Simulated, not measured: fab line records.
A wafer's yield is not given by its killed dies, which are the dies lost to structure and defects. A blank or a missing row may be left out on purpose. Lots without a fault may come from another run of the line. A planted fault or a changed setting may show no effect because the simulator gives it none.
Which tool was responsible?	flow gf180mcu	Sampling: 7 lots, 21 wafers, 2 of 602 route steps

== WHAT EACH GAUGE READ, for each wafer ==
GF_M4_RS_MEAS_05: the measuring method here is four-point-probe.
lot	measured	on	M4_ALCU_RS (ohm/sq)
L664	day 23 04:53	film-metro-01	0.0705 0.0710 0.0704
L666	day 24 09:20	film-metro-04	0.0705 0.0702 0.0703
L668	day 25 06:25	film-metro-04	0.0700 0.0687 0.0702
L670	day 25 12:19	film-metro-03	0.0705 0.0687 0.0696
L674	day 26 19:47	film-metro-04	0.0690 0.0683 0.0678
L680	day 28 12:46	film-metro-01	0.0694 0.0696 0.0695
L685	day 29 16:35	film-metro-01	0.0688 0.0696 0.0687

== WHICH TOOL RAN EACH LOT (tool, then ch and the chambers of the sampled wafers, then the start) ==
lot	GF_V3_STRIP_18
L664	plasma-asher-03 ch 0,1, day 23 03:26
L666	plasma-asher-01 ch 0,1, day 24 07:46
L668	plasma-asher-01 ch 0,1, day 25 04:55
L670	plasma-asher-03 ch 0,1, day 25 10:52
L674	plasma-asher-02 ch 0,1, day 26 18:14
L680	plasma-asher-03 ch 0,1, day 28 11:19
L685	plasma-asher-03 ch 0,1, day 29 15:08
- GF_V3_STRIP_18: strips in O2/N2.

== THE ANSWER, worked out from the rows above alone ==
Rule: what is usual is taken from the lots themselves. Put in order of their means at a reading, lots are off if they are a third of the lots or fewer, leave a main group of 4 or more, and stand apart from it by a gap of 3 or more times the standard deviation of the main group's means; of several such gaps the widest counts. If all means in a main group match to the digits the tables above print for the reading, that group is not used. A lot without any number at a reading at which 4 lots or more have one is off too. Where the step has rows for the other lots, those lots are counted as sound.
No lot is off on any of the readings shown, so nothing can be concluded from this.

== WHAT THE SIMULATOR HAD PUT IN ==
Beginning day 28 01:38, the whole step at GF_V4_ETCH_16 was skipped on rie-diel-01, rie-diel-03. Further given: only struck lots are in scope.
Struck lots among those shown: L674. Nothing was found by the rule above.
